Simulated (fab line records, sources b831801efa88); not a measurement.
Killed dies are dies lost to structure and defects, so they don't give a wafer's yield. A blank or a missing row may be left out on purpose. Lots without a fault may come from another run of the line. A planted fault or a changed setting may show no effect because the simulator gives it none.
fab line records | flow sky130 | part 1 of 2: steps 1 to 23 of 33
record lots=5 wafers=15 last_day=50
route steps=708 shown VIA1@478 METAL2@483 VIA2@507
lots that met no fault: from a run of the same line without faults
start_h: hours from the record's first day to the start of the lot's first wafer shown | wait_h: hours since the lot's step before | " the same as in the row above | L1.1+2: a row that stands for several wafers | - no value, or no start given | * or withheld: withheld | < > ~ a bound
route shown NAME@n: a module of which the file shows steps, and the number in the route of the first | usual: mean/standard deviation of fault-free wafers | same: alike in all rows | chamber/n: place in a boat | sites: the reading at each site | _std_site: their standard deviation | _edge_site: outer sites' mean less inner sites' | radius_mm: how far each site lies from the wafer's centre | mask NAME#n: copy n | behind: the tool/chamber that last shaped the wafer | hold: why the lot was held/for how many hours/how that ended | device: the transistor (n, p or np) that didn't switch | end of line: the same wafers' tests at the end of the route | a step without rows: its recipe alone | killed: dies lost to structure and defects at the first sort, not the wafer's yield | map: a wafer's dies, x killed, . not, _ none there
set.NAME: the setting as run; set.NAME@STEP: as run at that earlier step | model.NAME: the simulator's own value behind a step, which no gauge read
lots at some steps of the route; a table a step, a row a wafer
services: from which hour (start_h, from the record's first day; less than 0 if before it) a tool's chamber was out of use, for how many hours, and why
## steps
# step SKY_VIA1_SPUTTER_20
# recipe material=TiN target_thk_nm=20 chamber_pressure_pa=5 power_w=4000 time_s=80
# usual throttle_valve_pct=30.4/0.79
# columns lot.wafer tool chamber start_h wait_h throttle_valve_pct
L077.2 pvd_sputter-03 - 809.24 0.0 29.5
L077.5 " - " " 30.0
L077.6 " - " " 29.2
L080.3 pvd_sputter-01 - 835.95 0.0 29.6
L080.4 " - " " 30.2
L080.5 " - " " 31.8
L091.3 pvd_sputter-02 - 916.94 0.0 30.9
L091.4 " - " " 29.9
L091.6 " - " " 30.2
L092.1 pvd_sputter-02 - 936.19 0.0 30.9
L092.4 " - " " 31.1
L092.5 " - " " 31.1
L097.1 pvd_sputter-01 - 962.20 0.0 31.5
L097.4 " - " " 30.4
L097.5 " - " " 31.7
# step SKY_VIA1_CVD_21
# recipe material=W target_thk_nm=270 time_s=80.902 temp_c=400 pressure_torr=40
# usual chamber_pressure_Torr=39.98/0.083 heater_power_w=832/48
# columns lot.wafer tool chamber start_h wait_h chamber_pressure_Torr heater_power_w
L077.2 cvd_w-01 0 809.30 0.0 39.90 877
L077.5 " 0 " " 39.95 889
L077.6 " 1 " " 39.97 780
L080.3 cvd_w-01 0 836.04 0.1 39.95 891
L080.4 " 1 " " 39.96 769
L080.5 " 1 " " 40.07 775
L091.3 cvd_w-01 1 917.04 0.1 40.06 773
L091.4 " 0 " " 39.89 886
L091.6 " 0 " " 39.93 885
L092.1 cvd_w-02 1 936.25 0.0 40.00 826
L092.4 " 0 " " 39.99 802
L092.5 " 0 " " 39.93 818
L097.1 cvd_w-02 1 962.26 0.0 40.08 849
L097.4 " 0 " " 40.03 786
L097.5 " 0 " " 40.08 789
# step SKY_VIA1_RS_MEAS_22
# recipe thk_meas_gauge=four-point-probe reads=W_of_VIA1_CVD_21+TiN_of_VIA1_SPUTTER_20
# usual VIA1_W_RS=0.433/0.0049
# columns lot.wafer tool chamber start_h wait_h VIA1_W_RS[ohm/sq]
L077.2 film_metro-01 - 809.41 0.1 0.430
L077.5 " - " " 0.427
L077.6 " - " " 0.431
L080.3 film_metro-03 - 836.14 0.1 0.430
L080.4 " - " " 0.433
L080.5 " - " " 0.429
L091.3 film_metro-03 - 917.14 0.1 0.435
L091.4 " - " " 0.431
L091.6 " - " " 0.433
L092.1 film_metro-02 - 936.34 0.1 0.427
L092.4 " - " " 0.427
L092.5 " - " " 0.425
L097.1 film_metro-02 - 962.35 0.1 0.431
L097.4 " - " " 0.432
L097.5 " - " " 0.432
# step SKY_VIA1_THK_MEAS_23
# recipe thk_meas_gauge=xrf reads=W_of_VIA1_CVD_21
# usual VIA1_W_THK=267/3.8
# columns lot.wafer tool chamber start_h wait_h VIA1_W_THK[nm]
L077.2 film_metro-01 - 809.52 0.1 269
L077.5 " - " " 271
L077.6 " - " " 269
L080.3 film_metro-03 - 836.24 0.1 270
L080.4 " - " " 269
L080.5 " - " " 273
L091.3 film_metro-03 - 917.24 0.1 266
L091.4 " - " " 268
L091.6 " - " " 267
L092.1 film_metro-02 - 936.46 0.1 265
L092.4 " - " " 265
L092.5 " - " " 267
L097.1 film_metro-02 - 962.47 0.1 262
L097.4 " - " " 263
L097.5 " - " " 263
# step SKY_VIA1_CMP_24
# recipe stop_on=SiO2 t_overpolish_s=15 down_force_psi=3.5 platen_rpm=60 target_thk_nm=0 pad_velocity_m_s=0.94248
# usual motor_current_A=11.2/1.6 overpolish_run_s=14.999/0.0094 slurry_flow_ml_min=149.9/0.41 time_to_endpoint_s=64/3.2
# columns lot.wafer tool chamber start_h wait_h motor_current_A overpolish_run_s slurry_flow_ml_min time_to_endpoint_s
L077.2 cmp-02 0 809.57 0.0 13.5 14.998 149.6 64
L077.6 " 0 " " 13.6 14.995 150.3 63
L077.5 " 1 " " 13.9 14.987 150.1 66
L080.3 cmp-01 0 836.28 0.0 10.7 14.985 148.7 64
L080.4 " 1 " " 9.5 14.991 150.4 67
L080.5 " 1 " " 9.2 15.001 150.0 67
L091.3 cmp-01 3 917.50 0.3 11.7 14.997 149.6 68
L091.4 " 1 " " 9.5 14.996 150.4 70
L091.6 " 3 " " 10.8 15.009 149.7 70
L092.1 cmp-01 2 936.57 0.1 11.3 15.014 150.4 64
L092.4 " 3 " " 10.6 15.003 150.0 64
L092.5 " 2 " " 11.8 15.008 150.0 60
L097.1 cmp-01 2 962.63 0.1 11.5 14.992 150.1 62
L097.4 " 3 " " 10.6 15.001 149.0 66
L097.5 " 1 " " 9.4 15.012 149.9 70
# step SKY_METAL2_SPUTTER_00
# recipe material=Ti target_thk_nm=15 power_w=3000 time_s=10 chamber_pressure_pa=0.4
# usual throttle_valve_pct=30.2/1.1
# columns lot.wafer tool chamber start_h wait_h throttle_valve_pct
L077.2 pvd_sputter-04 - 809.87 0.2 30.7
L077.5 " - " " 28.2
L077.6 " - " " 31.3
L080.3 pvd_sputter-02 - 836.58 0.2 30.0
L080.4 " - " " 30.0
L080.5 " - " " 30.1
L091.3 pvd_sputter-04 - 917.75 0.2 28.8
L091.4 " - " " 31.3
L091.6 " - " " 28.2
L092.1 pvd_sputter-04 - 936.82 0.2 28.5
L092.4 " - " " 30.4
L092.5 " - " " 28.8
L097.1 pvd_sputter-02 - 962.83 0.1 29.8
L097.4 " - " " 31.4
L097.5 " - " " 30.4
# step SKY_METAL2_SPUTTER_01
# recipe material=TiN target_thk_nm=20 power_w=6500 time_s=16.7 chamber_pressure_pa=0.4
# usual throttle_valve_pct=30.2/1
# columns lot.wafer tool chamber start_h wait_h throttle_valve_pct
L077.2 pvd_sputter-04 - 809.90 0.0 30.3
L077.5 " - " " 28.2
L077.6 " - " " 31.4
L080.3 pvd_sputter-02 - 836.60 0.0 30.0
L080.4 " - " " 30.2
L080.5 " - " " 30.3
L091.3 pvd_sputter-04 - 917.77 0.0 28.8
L091.4 " - " " 31.4
L091.6 " - " " 28.4
L092.1 pvd_sputter-04 - 936.85 0.0 28.0
L092.4 " - " " 30.3
L092.5 " - " " 28.6
L097.1 pvd_sputter-02 - 962.86 0.0 30.2
L097.4 " - " " 31.3
L097.5 " - " " 30.0
# step SKY_METAL2_SPUTTER_02
# recipe material=AlCu target_thk_nm=250 power_w=10600 time_s=13.3 chamber_pressure_pa=0.4
# usual throttle_valve_pct=30.2/1.1
# columns lot.wafer tool chamber start_h wait_h throttle_valve_pct
L077.2 pvd_sputter-04 - 809.92 0.0 30.4
L077.5 " - " " 28.1
L077.6 " - " " 31.3
L080.3 pvd_sputter-02 - 836.63 0.0 29.9
L080.4 " - " " 30.1
L080.5 " - " " 30.2
L091.3 pvd_sputter-04 - 917.80 0.0 28.6
L091.4 " - " " 31.2
L091.6 " - " " 28.2
L092.1 pvd_sputter-04 - 936.88 0.0 28.0
L092.4 " - " " 30.1
L092.5 " - " " 29.0
L097.1 pvd_sputter-02 - 962.88 0.0 29.7
L097.4 " - " " 31.3
L097.5 " - " " 30.0
# step SKY_METAL2_SPUTTER_03
# recipe material=Ti target_thk_nm=5 power_w=3000 time_s=3.3 chamber_pressure_pa=0.4
# usual throttle_valve_pct=30.2/1
# columns lot.wafer tool chamber start_h wait_h throttle_valve_pct
L077.2 pvd_sputter-04 - 809.95 0.0 30.2
L077.5 " - " " 28.1
L077.6 " - " " 31.6
L080.3 pvd_sputter-02 - 836.65 0.0 30.0
L080.4 " - " " 30.5
L080.5 " - " " 30.4
L091.3 pvd_sputter-04 - 917.82 0.0 29.0
L091.4 " - " " 31.4
L091.6 " - " " 28.2
L092.1 pvd_sputter-04 - 936.90 0.0 28.1
L092.4 " - " " 30.4
L092.5 " - " " 29.0
L097.1 pvd_sputter-02 - 962.91 0.0 29.8
L097.4 " - " " 31.2
L097.5 " - " " 29.9
# step SKY_METAL2_SPUTTER_04
# recipe material=TiN target_thk_nm=70 power_w=6500 time_s=58.3 chamber_pressure_pa=0.4
# usual throttle_valve_pct=30.2/1.1
# columns lot.wafer tool chamber start_h wait_h throttle_valve_pct
L077.2 pvd_sputter-04 - 809.96 0.0 30.3
L077.5 " - " " 28.1
L077.6 " - " " 31.3
L080.3 pvd_sputter-02 - 836.67 0.0 30.1
L080.4 " - " " 30.1
L080.5 " - " " 30.1
L091.3 pvd_sputter-04 - 917.84 0.0 28.6
L091.4 " - " " 31.4
L091.6 " - " " 28.0
L092.1 pvd_sputter-04 - 936.92 0.0 28.3
L092.4 " - " " 30.6
L092.5 " - " " 28.9
L097.1 pvd_sputter-02 - 962.93 0.0 29.8
L097.4 " - " " 31.3
L097.5 " - " " 30.1
# step SKY_METAL2_RS_MEAS_05
# recipe thk_meas_gauge=four-point-probe reads=TiN_of_METAL2_SPUTTER_04+Ti_of_METAL2_SPUTTER_03+AlCu_of_METAL2_SPUTTER_02+TiN_of_METAL2_SPUTTER_01+Ti_of_METAL2_SPUTTER_00
# usual METAL2_ALCU_RS=0.1262/0.0014
# columns lot.wafer tool chamber start_h wait_h METAL2_ALCU_RS[ohm/sq]
L077.2 film_metro-02 - 810.03 0.0 0.1252
L077.5 " - " " 0.1282
L077.6 " - " " 0.1252
L080.3 film_metro-04 - 836.76 0.1 0.1235
L080.4 " - " " 0.1247
L080.5 " - " " 0.1255
L091.3 film_metro-02 - 917.93 0.1 0.1253
L091.4 " - " " 0.1251
L091.6 " - " " 0.1270
L092.1 film_metro-02 - 936.98 0.0 0.1277
L092.4 " - " " 0.1267
L092.5 " - " " 0.1278
L097.1 film_metro-02 - 962.97 0.0 0.1254
L097.4 " - " " 0.1283
L097.5 " - " " 0.1280
# step SKY_METAL2_THK_MEAS_06
# recipe thk_meas_gauge=xrf reads=AlCu_of_METAL2_SPUTTER_02
# usual METAL2_ALCU_THK=256/3
# columns lot.wafer tool chamber start_h wait_h METAL2_ALCU_THK[nm]
L077.2 film_metro-02 - 810.14 0.1 258
L077.5 " - " " 253
L077.6 " - " " 257
L080.3 film_metro-04 - 836.86 0.1 263
L080.4 " - " " 260
L080.5 " - " " 258
L091.3 film_metro-02 - 918.03 0.1 256
L091.4 " - " " 257
L091.6 " - " " 254
L092.1 film_metro-02 - 937.10 0.1 253
L092.4 " - " " 256
L092.5 " - " " 253
L097.1 film_metro-02 - 963.09 0.1 259
L097.4 " - " " 253
L097.5 " - " " 252
# step SKY_METAL2_DEHYDRATE_07
# recipe temp_c=200 time_s=60
# usual chill_plate_temp_C=23.02/0.093
# columns lot.wafer tool chamber start_h wait_h chill_plate_temp_C
L077.2 litho_track-02 0 823.28 13.1 23.02
L077.5 " 0 " " 22.97
L077.6 " 0 " " 23.03
L080.3 litho_track-03 0 849.81 12.9 23.00
L080.4 " 0 " " 23.06
L080.5 " 0 " " 22.96
L091.3 litho_track-04 0 930.41 12.4 23.10
L091.4 " 0 " " 23.04
L091.6 " 0 " " 23.04
L092.1 litho_track-04 0 947.66 10.6 22.87
L092.4 " 0 " " 23.04
L092.5 " 0 " " 23.01
L097.1 litho_track-02 0 974.06 11.0 23.03
L097.4 " 0 " " 23.08
L097.5 " 0 " " 22.93
# step SKY_METAL2_HMDS_08
# recipe prime_time_s=60 prime_temp_c=120
# usual chill_plate_temp_C=23.02/0.11 prime_temp_c=119.99/0.14
# columns lot.wafer tool chamber start_h wait_h chill_plate_temp_C prime_temp_c
L077.2 litho_track-02 0 823.43 0.1 22.95 119.78
L077.5 " 0 " " 23.00 120.03
L077.6 " 0 " " 23.02 119.94
L080.3 litho_track-03 0 849.96 0.1 23.10 120.04
L080.4 " 0 " " 23.18 120.01
L080.5 " 0 " " 23.01 120.05
L091.3 litho_track-04 0 930.56 0.1 23.02 119.98
L091.4 " 0 " " 23.03 120.01
L091.6 " 0 " " 22.98 119.80
L092.1 litho_track-04 0 947.81 0.1 23.05 119.77
L092.4 " 0 " " 23.18 119.90
L092.5 " 0 " " 22.84 120.20
L097.1 litho_track-02 0 974.21 0.1 22.95 120.10
L097.4 " 0 " " 23.24 120.10
L097.5 " 0 " " 23.09 119.92
# step SKY_METAL2_COAT_09
# recipe resist=BARC temp_c=withheld time_s=withheld spin_rpm=3000 resist_thk_nm=60
# usual chill_plate_temp_C=* spin_speed_rpm=3000.1/1.9
# columns lot.wafer tool chamber start_h wait_h chill_plate_temp_C spin_speed_rpm
L077.2 litho_track-02 0 823.58 0.1 * 3001.2
L077.5 " 0 " " * 3001.5
L077.6 " 0 " " * 2998.4
L080.3 litho_track-03 0 850.11 0.1 * 3001.3
L080.4 " 0 " " * 3002.5
L080.5 " 0 " " * 3001.2
L091.3 litho_track-04 0 930.71 0.1 * 3004.5
L091.4 " 0 " " * 3001.7
L091.6 " 0 " " * 3002.5
L092.1 litho_track-04 0 947.96 0.1 * 3001.1
L092.4 " 0 " " * 3000.6
L092.5 " 0 " " * 3002.6
L097.1 litho_track-02 0 974.36 0.1 * 2997.4
L097.4 " 0 " " * 2999.0
L097.5 " 0 " " * 2996.8
# step SKY_METAL2_COAT_10
# recipe resist=KrF-thick spin_rpm=3000 resist_thk_nm=450
# usual chill_plate_temp_C=23.00/0.12 spin_speed_rpm=3000.0/1.7
# columns lot.wafer tool chamber start_h wait_h chill_plate_temp_C spin_speed_rpm
L077.2 litho_track-02 0 - - 22.92 2998.6
L077.5 " 0 " " 22.97 2998.7
L077.6 " 0 " " 23.06 2997.5
L080.3 litho_track-03 0 - - 23.09 3000.8
L080.4 " 0 " " 23.14 2998.5
L080.5 " 0 " " 23.33 2999.0
L091.3 litho_track-04 0 - - 23.11 2998.1
L091.4 " 0 " " 23.11 2999.7
L091.6 " 0 " " 23.04 2997.5
L092.1 litho_track-04 0 - - 22.92 2997.6
L092.4 " 0 " " 22.99 3000.1
L092.5 " 0 " " 23.03 3000.8
L097.1 litho_track-02 0 - - 22.95 2998.2
L097.4 " 0 " " 23.01 3001.3
L097.5 " 0 " " 22.98 2996.7
# step SKY_METAL2_SOFTBAKE_11
# recipe temp_c=100 time_s=90 resist=KrF-thick
# usual chill_plate_temp_C=22.99/0.11
# columns lot.wafer tool chamber start_h wait_h chill_plate_temp_C
L077.2 litho_track-02 0 - - 22.86
L077.5 " 0 " " 22.97
L077.6 " 0 " " 22.97
L080.3 litho_track-03 0 - - 22.91
L080.4 " 0 " " 22.99
L080.5 " 0 " " 22.92
L091.3 litho_track-04 0 - - 23.03
L091.4 " 0 " " 23.07
L091.6 " 0 " " 23.05
L092.1 litho_track-04 0 - - 23.06
L092.4 " 0 " " 22.96
L092.5 " 0 " " 22.87
L097.1 litho_track-02 0 - - 23.04
L097.4 " 0 " " 23.18
L097.5 " 0 " " 22.95
# step SKY_METAL2_EXPOSE_12
# recipe mask_id=MM2 na=0.8 source_shape=annular sigma_inner=0.55 sigma_outer=0.85 target_cd_nm=140 dose_mj=28
# usual exposure_dose_mJ_cm2=28.02/0.12 focus_offset_nm=0.0/0.51 reticle_temp_C=23.00/0.1
# columns lot.wafer tool chamber start_h wait_h mask exposure_dose_mJ_cm2 focus_offset_nm reticle_temp_C
L077.2 krf_scanner-02 0 - - MM2#0 27.97 0.8 22.90
L077.5 " 0 " " MM2#0 27.96 0.4 22.91
L077.6 " 0 " " MM2#0 27.91 0.2 22.98
L080.3 krf_scanner-01 0 - - MM2#0 28.17 0.3 22.98
L080.4 " 0 " " MM2#0 28.17 -0.2 23.13
L080.5 " 0 " " MM2#0 28.17 0.1 23.08
L091.3 krf_scanner-02 0 - - MM2#0 27.93 -0.4 22.93
L091.4 " 0 " " MM2#0 27.88 -0.1 22.96
L091.6 " 0 " " MM2#0 27.93 -0.1 23.01
L092.1 krf_scanner-01 0 - - MM2#0 28.13 1.0 22.84
L092.4 " 0 " " MM2#0 28.16 -0.2 23.04
L092.5 " 0 " " MM2#0 28.16 -0.8 22.99
L097.1 krf_scanner-02 0 - - MM2#0 27.91 0.5 22.95
L097.4 " 0 " " MM2#0 27.88 0.8 23.19
L097.5 " 0 " " MM2#0 27.90 0.2 22.96
# step SKY_METAL2_PEB_13
# recipe peb_temp_c=withheld peb_time_s=withheld resist=KrF-thick
# usual chill_plate_temp_C=*
# columns lot.wafer tool chamber start_h wait_h chill_plate_temp_C
L077.2 litho_track-04 0 - - *
L077.5 " 0 " " *
L077.6 " 0 " " *
L080.3 litho_track-04 0 - - *
L080.4 " 0 " " *
L080.5 " 0 " " *
L091.3 litho_track-02 0 - - *
L091.4 " 0 " " *
L091.6 " 0 " " *
L092.1 litho_track-02 0 - - *
L092.4 " 0 " " *
L092.5 " 0 " " *
L097.1 litho_track-04 0 - - *
L097.4 " 0 " " *
L097.5 " 0 " " *
# step SKY_METAL2_DEVELOP_14
# recipe develop_time_s=60 resist=KrF-thick dev_temp_c=21
# usual chill_plate_temp_C=23.00/0.1
# columns lot.wafer tool chamber start_h wait_h chill_plate_temp_C
L077.2 litho_track-04 0 - - 22.85
L077.5 " 0 " " 23.12
L077.6 " 0 " " 23.06
L080.3 litho_track-04 0 - - 23.05
L080.4 " 0 " " 22.98
L080.5 " 0 " " 23.03
L091.3 litho_track-02 0 - - 22.97
L091.4 " 0 " " 23.00
L091.6 " 0 " " 23.01
L092.1 litho_track-02 0 - - 23.04
L092.4 " 0 " " 23.06
L092.5 " 0 " " 23.05
L097.1 litho_track-04 0 - - 23.01
L097.4 " 0 " " 23.01
L097.5 " 0 " " 23.08
# step SKY_METAL2_CD_MEAS_15
# recipe target_cd_nm=140
# usual cd_nm=139.8/1.3
# columns lot.wafer tool chamber start_h wait_h cd_nm
L077.2 cd_sem-02 - 836.98 - 140.3
L077.5 " - " " 139.5
L077.6 " - " " 140.2
L080.3 cd_sem-01 - 863.70 - 138.3
L080.4 " - " " 138.1
L080.5 " - " " 138.9
L091.3 cd_sem-01 - 943.45 - 137.8
L091.4 " - " " 140.1
L091.6 " - " " 137.7
L092.1 cd_sem-01 - 961.21 - 142.1
L092.4 " - " " 143.8
L092.5 " - " " 143.1
L097.1 cd_sem-02 - 987.06 - 141.7
L097.4 " - " " 140.5
L097.5 " - " " 140.6
# step SKY_METAL2_OVL_MEAS_16
# usual METAL2_OVL=-1/5.4
# columns lot.wafer tool chamber start_h wait_h METAL2_OVL[nm]
L077.2 overlay-01 - 837.09 0.1 6
L077.5 " - " " 4
L077.6 " - " " 3
L080.3 overlay-02 - 863.79 0.1 -5
L080.4 " - " " -2
L080.5 " - " " -5
L091.3 overlay-02 - 943.54 0.1 5
L091.4 " - " " 1
L091.6 " - " " 9
L092.1 overlay-01 - 961.33 0.1 6
L092.4 " - " " 3
L092.5 " - " " 10
L097.1 overlay-01 - 987.18 0.1 -2
L097.4 " - " " 3
L097.5 " - " " 1
# step SKY_METAL2_DESCUM_17
# recipe chemistry=O2 source_power_w=150 bias_power_w=0 pressure_mtorr=10 temp_c=40 time_s=8
# usual drypump_motor_current_A=5.7/0.42 he_backside_leak_sccm=3.23/0.29 oes_product_au=1.008/0.0096
# columns lot.wafer tool chamber start_h wait_h drypump_motor_current_A he_backside_leak_sccm oes_product_au rf_hours_counter_h
L077.2 rie_metal-01 1 837.12 0.0 6.0 3.03 1.009 15
L077.5 " 0 " " 5.1 3.39 1.026 -
L077.6 " 1 " " 6.0 2.91 1.010 -
L080.3 rie_metal-03 0 863.84 0.0 5.4 3.07 1.004 -
L080.4 " 0 " " 5.4 2.99 1.011 -
L080.5 " 0 " " 5.4 3.05 0.997 -
L091.3 rie_metal-03 0 943.57 0.0 5.4 2.94 1.008 -
L091.4 " 1 " " 5.6 3.06 1.023 -
L091.6 " 0 " " 5.4 3.04 0.999 -
L092.1 rie_metal-02 0 961.36 0.0 6.5 4.00 1.003 22
L092.4 " 0 " " 6.5 3.75 0.991 -
L092.5 " 0 " " 6.5 3.94 1.004 -
L097.1 rie_metal-02 1 987.22 0.0 6.0 3.26 1.010 6
L097.4 " 1 " " 6.0 3.22 1.008 -
L097.5 " 1 " " 6.0 3.17 1.011 -
